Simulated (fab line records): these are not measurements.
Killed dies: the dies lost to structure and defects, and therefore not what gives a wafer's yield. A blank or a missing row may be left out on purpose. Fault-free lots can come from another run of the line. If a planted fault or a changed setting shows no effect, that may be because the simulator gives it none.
Commonality check across tools -- flow gf180mcu -- Sample size 12 lots and 36 wafers

## WHY THIS WAS OPENED
At GF_VT_IMPLANT_TW_MEAS_32 the reading VT_IMPLANT_3_TW is flagged on 1 of 12 lots. No-fault wafers: 273, standard deviation 3.2.
Rule: a lot gets a flag if all its wafers with a number sit over 4 standard deviations from that mean, or if no wafer of it has a number. The rest of the lots are taken to be sound.

lot,measured,on,"VT_IMPLANT_3_TW, wafer by wafer",flag
L677,day 7 09:25,film_metro-02,279 278 279,
L678,day 7 17:15,film_metro-01,272 271 270,
L680,day 8 04:59,film_metro-02,277 275 276,
L681,day 8 16:19,film_metro-02,276 277 278,
L682,day 8 19:07,film_metro-03,270 270 269,
L684,day 9 08:32,film_metro-01,30 30 30,FLAGGED
L687,day 10 04:55,film_metro-03,270 272 271,
L690,day 11 01:02,film_metro-02,278 279 279,
L692,day 11 10:41,film_metro-01,270 270 272,
L693,day 11 18:58,film_metro-03,270 271 269,
L696,day 12 15:47,film_metro-01,271 271 270,
L697,day 12 23:46,film_metro-01,272 272 271,
The numbers of the flagged lots are 30 on average: -243 against the usual, or -76 standard deviations.

## EACH LOT AND THE TOOL IT RAN ON
Before the reading, the record contains 2 process steps out of a 602-step route. Cell contents, in order: the tool; ch with the chambers the sampled wafers went through; the start.
lot,flag,GF_VT_IMPLANT_STRIP_20,GF_VT_IMPLANT_STRIP_31
L677,,"plasma_asher-03 ch 0,1, day 6 17:01","plasma_asher-03 ch 0,1, day 7 09:19"
L678,,"plasma_asher-03 ch 0,1, day 7 01:11","plasma_asher-01 ch 0,1, day 7 17:09"
L680,,"plasma_asher-03 ch 0,1, day 7 13:25","plasma_asher-02 ch 0,1, day 8 04:53"
L681,,"plasma_asher-02 ch 0,1, day 7 23:24","plasma_asher-01 ch 0,1, day 8 16:13"
L682,,"plasma_asher-03 ch 0,1, day 8 02:23","plasma_asher-01 ch 0,1, day 8 19:02"
L684,FLAGGED,"plasma_asher-02 ch 0,1, day 8 15:57","plasma_asher-02 ch 0,1, day 9 08:27"
L687,,"plasma_asher-01 ch 1, day 9 10:56","plasma_asher-02 ch 1, day 10 04:48"
L690,,"plasma_asher-03 ch 0,1, day 10 07:23","plasma_asher-02 ch 0,1, day 11 00:56"
L692,,"plasma_asher-02 ch 0,1, day 10 17:02","plasma_asher-01 ch 0,1, day 11 10:35"
L693,,"plasma_asher-01 ch 0,1, day 11 00:05","plasma_asher-02 ch 0,1, day 11 18:52"
L696,,"plasma_asher-01 ch 0,1, day 11 20:42","plasma_asher-03 ch 0,1, day 12 15:42"
L697,,"plasma_asher-03 ch 0,1, day 12 04:04","plasma_asher-01 ch 0,1, day 12 23:41"
What is done by these steps:
- GF_VT_IMPLANT_STRIP_20: strips in O2/N2.
- GF_VT_IMPLANT_STRIP_31: strips in O2/N2.
- GF_VT_IMPLANT_TW_MEAS_32

## FLAGGED AGAINST TOTAL, ONE TOOL AT A TIME (gauges that did the reading follow at the end)
step,tool,lots run,flagged,share of the flagged lots,sound lots run after its first flagged lot
GF_VT_IMPLANT_STRIP_20,plasma_asher-01,3,0,none,-
GF_VT_IMPLANT_STRIP_20,plasma_asher-02,3,1,all,1 (L692)
GF_VT_IMPLANT_STRIP_20,plasma_asher-03,6,0,none,-
GF_VT_IMPLANT_STRIP_31,plasma_asher-01,5,0,none,-
GF_VT_IMPLANT_STRIP_31,plasma_asher-02,5,1,all,"3 (L687,L690,L693)"
GF_VT_IMPLANT_STRIP_31,plasma_asher-03,2,0,none,-
GF_VT_IMPLANT_TW_MEAS_32,film_metro-01,5,1,all,"3 (L692,L696,L697)"
GF_VT_IMPLANT_TW_MEAS_32,film_metro-02,4,0,none,-
GF_VT_IMPLANT_TW_MEAS_32,film_metro-03,3,0,none,-

## WHAT IS ALLOWED BY THE TABLE
Every flagged lot was run by 3 rows of the table: plasma_asher-02 at GF_VT_IMPLANT_STRIP_20, plasma_asher-02 at GF_VT_IMPLANT_STRIP_31 and film_metro-01 at GF_VT_IMPLANT_TW_MEAS_32.
- plasma_asher-02 at GF_VT_IMPLANT_STRIP_20 ran 3 lots, 1 of them flagged. After the first flagged lot (L692), sound lots still ran on it; a lasting fault on the whole tool would not permit that. Its own readings (oes_product_au) fall more than 4 standard deviations out on all wafers of the flagged lots.
- plasma_asher-02 at GF_VT_IMPLANT_STRIP_31 ran 5 lots, 1 of them flagged. After the first flagged lot (L687, L690, L693), sound lots still ran on it; a lasting fault on the whole tool would not permit that. Its own readings (strip_time_to_endpoint_s) fall more than 4 standard deviations out on all wafers of the flagged lots.
- film_metro-01 at GF_VT_IMPLANT_TW_MEAS_32 ran 5 lots, 1 of them flagged. After the first flagged lot (L692, L696, L697), sound lots still ran on it; a lasting fault on the whole tool would not permit that.
Not one row of the table ran every flagged lot while running no sound lot after the first.

## WHAT THE SIMULATOR HAD INSERTED
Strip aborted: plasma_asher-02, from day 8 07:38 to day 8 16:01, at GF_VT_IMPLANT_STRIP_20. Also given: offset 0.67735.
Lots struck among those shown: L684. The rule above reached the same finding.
